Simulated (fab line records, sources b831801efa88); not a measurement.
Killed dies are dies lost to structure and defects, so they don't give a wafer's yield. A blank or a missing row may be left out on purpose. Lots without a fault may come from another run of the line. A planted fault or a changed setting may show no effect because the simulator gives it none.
A struck lot beside a sound one | flow sky130 | 14 steps out of a route of 708
Sound: wafers L393.2, L393.3, L393.4. Struck: wafers L383.2, L383.3, L383.5. The cause comes at the end.
At each step with rows: each side's tool, then ch and its chambers, then its first start. Under that, the readings that differ: sound wafers | struck wafers | difference of the means | sigmas: that difference in standard deviations of wafers without a fault.
alike: readings whose means differ by less than 2 such deviations, and words and numbers that are the same on both sides. not compared: withheld readings, readings that some wafer has no value for, bounds like >300 that may hide the same value, and numbers for which the record gives no deviation and whose values overlap.
The two part at a step that has a row with sigmas, a row that says differs or no value, or rows on one side only. Numbers that don't overlap but have no deviation are shown without sigmas and don't part them. A reading that every wafer of one side lacks parts them only if that side has two wafers or more.

SKY_VIA3_CD_MEAS_12: target cd 200 nm.
  sound on cd_sem-02, day 44 00:47; struck on cd_sem-01, day 42 07:50
  alike: cd_nm
SKY_VIA3_OVL_MEAS_13:
  sound on overlay-01, day 44 00:53; struck on overlay-01, day 42 07:56
  alike: VIA3_OVL
SKY_VIA3_ETCH_14: etches BARC in N2/H2, stops on SiO2, time 45.9 s, target depth 60 nm.
  sound on rie_diel-04 ch 1,2,3, day 44 00:55; struck on rie_diel-04 ch 0,1,2, day 42 07:58
  alike: drypump_motor_current_A, oes_product_au, throttle_valve_pct
  not compared: rf_hours_counter_h
SKY_VIA3_ETCH_15: etches SiO2 in C4F8/O2/Ar, stops on TiN, target depth 507 nm, time 78 s.
  sound on rie_diel-04 ch 1,2,3, day 44 00:58; struck on rie_diel-04 ch 0,1,2, day 42 08:01
  alike: oes_product_au
  not compared: rf_hours_counter_h
SKY_VIA3_STRIP_16: strips in O2/N2.
  sound on plasma_asher-03 ch 0,1, day 44 01:01; struck on plasma_asher-04 ch 0,1, day 42 08:04
  alike: drypump_motor_current_A, o2_flow_sccm, oes_product_au, strip_time_to_endpoint_s
  not compared: rf_hours_counter_h
then, 3 steps without rows for these wafers: SKY_VIA3_STRIP_17 (strips in post etch residue remover, time 1200 s); SKY_VIA3_CLEAN_18 (cleans in IPA, time 180 s); SKY_VIA3_CLEAN_19 (cleans in O3/DIW).
SKY_VIA3_SPUTTER_20: material TiN, target thk 20 nm, time 80 s.
  sound on pvd_sputter-02, day 44 01:43; struck on pvd_sputter-02, day 42 08:46
  alike: throttle_valve_pct
SKY_VIA3_CVD_21: deposits W, target thk 390 nm, time 117.31 s.
  sound on cvd_w-02 ch 0,1, day 44 01:48; struck on cvd_w-02 ch 0,1, day 42 08:49
  alike: heater_power_w
SKY_VIA3_RS_MEAS_22: measures by four-point-probe.
  sound on film_metro-02, day 44 01:56; struck on film_metro-03, day 42 08:58
  alike: VIA3_W_RS
SKY_VIA3_THK_MEAS_23: measures by xrf.
  sound on film_metro-02, day 44 02:03; struck on film_metro-03, day 42 09:04
  alike: VIA3_W_THK
SKY_VIA3_CMP_24: polishes, stops on SiO2, t overpolish 20 s, target thk 0 nm.
  sound on cmp-02 ch 1,2,3, day 44 02:06; struck on cmp-01 ch 0,1, day 42 09:07
  reading                | sound                | struck            | difference | sigmas
  overpolish_run_s (s)   | 20.008 19.974 19.999 | 0.034 0.044 0.037 | -19.955    | -99 or more
  time_to_endpoint_s (s) | 91 94 94             | 147 148 149       | +55        | +14
  alike: motor_current_A
-- the record jumps here: 6 days lie between the struck wafers' starts before and after (it left off in module VIA3 and takes up again in module PAD_OPEN, whose first step shown is number 708 of the route) --
SKY_PAD_OPEN_PROBE_99:
  sound on prober-02, day 49 12:20; struck on prober-02, day 48 00:31
  reading                  | sound          | struck         | difference | sigmas
  defect_limited_yield (%) | 83.5 82.5 84.6 | 0 0 0          | -84        | -44
  killed_at_M0_to_M3       | 51 41 45       | 453 463 464    | +414       | +61
  killed_dies              | 81 86 76       | 492 492 492    | +411       | +45
  killed_on_rim            | 8 18 13        | 96 96 96       | +83        | +22
  sort_bin_3_pad_short (%) | 0.6 0.6 1.0    | 84.3 88.6 85.0 | +85.2      | +99 or more
  sort_n_pass              | 411 406 416    | 0 0 0          | -411       | -45
  sort_yield_pct (%)       | 83.5 82.5 84.6 | 0 0 0          | -84        | -44
  alike: killed_at_M4_up, killed_at_contacts, killed_at_front_end, killed_at_other, killed_open, killed_short, sort_bin_5_function, sort_bin_6_memory

WHERE THEY PART
First at SKY_VIA3_CMP_24; last, within this record, at SKY_PAD_OPEN_PROBE_99.

WHY: what the simulator had put in
Process parameter drift: cmp-01, from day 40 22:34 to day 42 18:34, at SKY_VIA3_CMP_24. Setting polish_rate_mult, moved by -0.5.
